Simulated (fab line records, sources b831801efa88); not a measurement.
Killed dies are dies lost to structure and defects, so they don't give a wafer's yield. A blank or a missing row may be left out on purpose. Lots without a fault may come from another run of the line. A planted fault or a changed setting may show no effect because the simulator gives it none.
Which tool did it? | flow gf180mcu | 13 lots, 39 wafers sampled, at 5 steps of a route of 602

WHAT THE GAUGES READ, wafer by wafer
GF_STI_THK_MEAS_30. Usual: STI_OXIDATION_02_THK 10.51 nm, standard deviation 0.18.
lot  | measured    | on            | STI_OXIDATION_02_THK (nm) | flag
L815 | day 2 07:11 | film_metro-04 | 10.53 10.37 10.53         |
L816 | day 2 10:52 | film_metro-01 | 10.39 10.26 10.49         |
L817 | day 2 17:26 | film_metro-02 | 10.25 10.26 10.38         |
L820 | day 3 09:32 | film_metro-04 | 10.48 10.49 10.39         |
L821 | day 3 15:03 | film_metro-04 | 10.41 10.31 10.24         |
L822 | day 3 20:07 | film_metro-01 | 10.02 10.30 10.09         |
L824 | day 4 05:55 | film_metro-02 | 10.30 10.56 10.39         |
L827 | day 4 20:55 | film_metro-04 | 10.47 10.47 10.57         |
L828 | day 5 01:55 | film_metro-01 | 10.86 10.98 10.79         |
L829 | day 5 05:47 | film_metro-01 | 10.61 10.60 10.50         |
L830 | day 5 12:43 | film_metro-02 | 10.69 10.51 10.56         |
L833 | day 6 04:22 | film_metro-02 | 10.45 10.49 10.53         |
L834 | day 6 07:06 | film_metro-04 | 10.43 10.45 10.53         |

GF_VT_IMPLANT_RS_MEAS_49: measures by four-point-probe. Usual: MVPSD_RS 1168 ohm/sq, standard deviation 3.3.
lot  | measured     | on            | MVPSD_RS (ohm/sq) | flag
L815 | day 7 10:41  | film_metro-04 | 1167 1165 1168    |
L816 | day 7 17:26  | film_metro-01 | 1170 1170 1171    |
L817 | day 8 02:58  | film_metro-01 | 1168 1167 1167    |
L820 | day 8 22:50  | film_metro-01 | 1164 1164 1166    |
L821 | day 9 07:02  | film_metro-01 | 1172 1169 1169    |
L822 | day 9 14:11  | film_metro-04 | 1163 1165 1160    |
L824 | day 10 02:23 | film_metro-04 | 1162 1164 1163    |
L827 | day 10 23:13 | film_metro-04 | 1168 1167 1165    |
L828 | day 11 05:46 | film_metro-01 | 1165 1165 1165    |
L829 | day 11 10:10 | film_metro-01 | 1169 1164 1168    |
L830 | day 11 17:04 | film_metro-04 | 1194 1195 1192    | OFF
L833 | day 12 18:43 | film_metro-03 | 1189 1189 1189    | OFF
L834 | day 12 21:20 | film_metro-04 | 1188 1189 1191    | OFF

GF_POLY_GATE_THK_MEAS_17. Usual: POLY_GATE_OXIDATION_THK 3.96 nm, standard deviation 0.079.
lot  | measured     | on            | POLY_GATE_OXIDATION_THK (nm) | flag
L815 | day 9 03:41  | film_metro-03 | 3.98 3.98 3.89               |
L816 | day 9 10:13  | film_metro-04 | 4.02 4.10 4.03               |
L817 | day 9 20:46  | film_metro-03 | 4.03 4.00 4.00               |
L820 | day 10 18:32 | film_metro-03 | 3.97 3.95 4.00               |
L821 | day 11 03:37 | film_metro-04 | 3.98 3.96 3.90               |
L822 | day 11 09:42 | film_metro-03 | 3.77 3.80 3.83               |
L824 | day 11 22:40 | film_metro-04 | 3.94 4.01 3.93               |
L827 | day 12 19:11 | film_metro-03 | 3.91 3.88 3.96               |
L828 | day 13 04:34 | film_metro-02 | 3.90 3.88 3.94               |
L829 | day 13 10:59 | film_metro-02 | 3.98 4.07 4.10               |
L830 | day 13 15:11 | film_metro-04 | 4.11 4.14 4.06               |
L833 | day 15 01:26 | film_metro-04 | 3.95 3.85 3.95               |
L834 | day 15 01:27 | film_metro-02 | 3.93 3.98 4.03               |

WHICH TOOL RAN EACH LOT (tool, then ch and the chambers of the sampled wafers, then the start)
lot  | GF_LVPWELL_STRIP_10                 | GF_MVPSD_IMPLANT_09
L815 | plasma_asher-02 ch 0,1, day 3 19:27 | implanter-03 ch 0, day 4 21:39
L816 | plasma_asher-04 ch 0,1, day 4 01:19 | implanter-03 ch 0, day 5 05:14
L817 | plasma_asher-02 ch 0,1, day 4 08:37 | implanter-03 ch 0, day 5 12:18
L820 | plasma_asher-04 ch 0,1, day 5 01:31 | implanter-01 ch 0, day 6 04:58
L821 | plasma_asher-04 ch 0,1, day 5 06:57 | implanter-04 ch 0, day 6 12:06
L822 | plasma_asher-02 ch 0,1, day 5 13:48 | implanter-01 ch 0, day 6 19:37
L824 | plasma_asher-04 ch 0,1, day 6 00:25 | implanter-04 ch 0, day 7 06:48
L827 | plasma_asher-04 ch 0,1, day 6 17:40 | implanter-04 ch 0, day 8 01:21
L828 | plasma_asher-02 ch 0,1, day 6 21:27 | implanter-03 ch 0, day 8 06:18
L829 | plasma_asher-04 ch 0, day 7 02:51   | implanter-03 ch 0, day 8 10:48
L830 | plasma_asher-04 ch 0,1, day 7 08:15 | implanter-04 ch 0, day 8 16:18
L833 | plasma_asher-03 ch 0,1, day 8 03:53 | implanter-04 ch 0, day 9 14:33
L834 | plasma_asher-04 ch 0,1, day 8 06:18 | implanter-04 ch 0, day 9 17:25
- GF_LVPWELL_STRIP_10: strips in O2/N2.
- GF_MVPSD_IMPLANT_09

WHAT THE TOOLS THEMSELVES READ (means of the sampled wafers that have a number; where no wafer has one, the mark that the record gives instead)
GF_LVPWELL_STRIP_10. Usual: drypump_motor_current_A 6.0 A, standard deviation 0.44; heater_power_w 338 W, standard deviation 28; oes_product_au 0.722 a.u., standard deviation 0.005; strip_time_to_endpoint_s 37.01 s, standard deviation 0.11.
lot  | tool            | drypump_motor_current_A (A) | heater_power_w (W) | oes_product_au (a.u.) | strip_time_to_endpoint_s (s) | flag
L815 | plasma_asher-02 | 6.3                         | 380                | 0.722                 | 37.00                        |
L816 | plasma_asher-04 | 6.1                         | 316                | 0.719                 | 37.04                        |
L817 | plasma_asher-02 | 6.3                         | 375                | 0.722                 | 37.13                        |
L820 | plasma_asher-04 | 6.1                         | 314                | 0.725                 | 36.95                        |
L821 | plasma_asher-04 | 6.1                         | 318                | 0.721                 | 36.86                        |
L822 | plasma_asher-02 | 6.3                         | 374                | 0.718                 | 37.00                        |
L824 | plasma_asher-04 | 6.1                         | 318                | 0.724                 | 36.88                        |
L827 | plasma_asher-04 | 6.1                         | 314                | 0.719                 | 37.07                        |
L828 | plasma_asher-02 | 6.2                         | 377                | 0.721                 | 37.05                        |
L829 | plasma_asher-04 | 6.1                         | 314                | 0.723                 | 37.07                        |
L830 | plasma_asher-04 | 6.1                         | 326                | 0.724                 | 37.10                        |
L833 | plasma_asher-03 | 5.2                         | 328                | 0.718                 | 37.11                        |
L834 | plasma_asher-04 | 6.1                         | 319                | 0.724                 | 36.85                        |

GF_MVPSD_IMPLANT_09. Usual: dose_ions_cm2 5e+12, standard deviation 5.4e+09; faraday_current_uA 28.1, standard deviation 0.62.
lot  | tool         | dose_ions_cm2 | faraday_current_uA | flag
L815 | implanter-03 | 5e+12         | 27.9               |
L816 | implanter-03 | 5e+12         | 28.1               |
L817 | implanter-03 | 5e+12         | 27.7               |
L820 | implanter-01 | 5e+12         | 28.4               |
L821 | implanter-04 | 5e+12         | 27.5               |
L822 | implanter-01 | 5e+12         | 28.3               |
L824 | implanter-04 | 5e+12         | 28.0               |
L827 | implanter-04 | 5e+12         | 27.5               |
L828 | implanter-03 | 5e+12         | 27.7               |
L829 | implanter-03 | 5e+12         | 28.6               |
L830 | implanter-04 | 5e+12         | 25.7               | OFF
L833 | implanter-04 | 5e+12         | 25.4               | OFF
L834 | implanter-04 | 5e+12         | 25.5               | OFF

THE ANSWER, worked out from the rows above alone
Rule: a lot is off if the mean of its wafers that have a number lies more than 3 standard deviations from the usual mean. A lot without any number at a reading at which 4 lots or more have one is off too. The other lots that the step has rows for count as sound. The gauges are gone through in route order, then the tools' own readings, and for those a lot's mean is taken as printed above. The first step at which some lot is off is used, and at that step the reading that is off furthest; a lot without a number counts as furthest.
Off: L830, L833, L834, at GF_VT_IMPLANT_RS_MEAS_49 (MVPSD_RS).
A tool fits if, at a process step before that reading, it ran every lot that is off, and no sound lot after the first of them. The gauges at GF_VT_IMPLANT_RS_MEAS_49 aren't tried: what is off there is off at GF_MVPSD_IMPLANT_09 too, on other tools, and a gauge's error can't cause that. One fits: implanter-04 at GF_MVPSD_IMPLANT_09. Its last sound lot is L827 (day 8 01:21), its first lot that is off L830 (day 8 16:18): a fault that began between those two fits.
The tool's own readings at GF_MVPSD_IMPLANT_09 bear it out: on the lots that are off they differ by more than 5 times the standard deviation of the sound lots' means. faraday_current_uA reads 25.5 there against 28.0 on the sound lots.

WHAT THE SIMULATOR HAD PUT IN
Process parameter drift: implanter-04, from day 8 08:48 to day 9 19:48, at GF_MVPSD_IMPLANT_09. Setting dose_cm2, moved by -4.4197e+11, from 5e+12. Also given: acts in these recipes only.
Lots struck among those shown: L830, L833, L834. The rule above found the same.
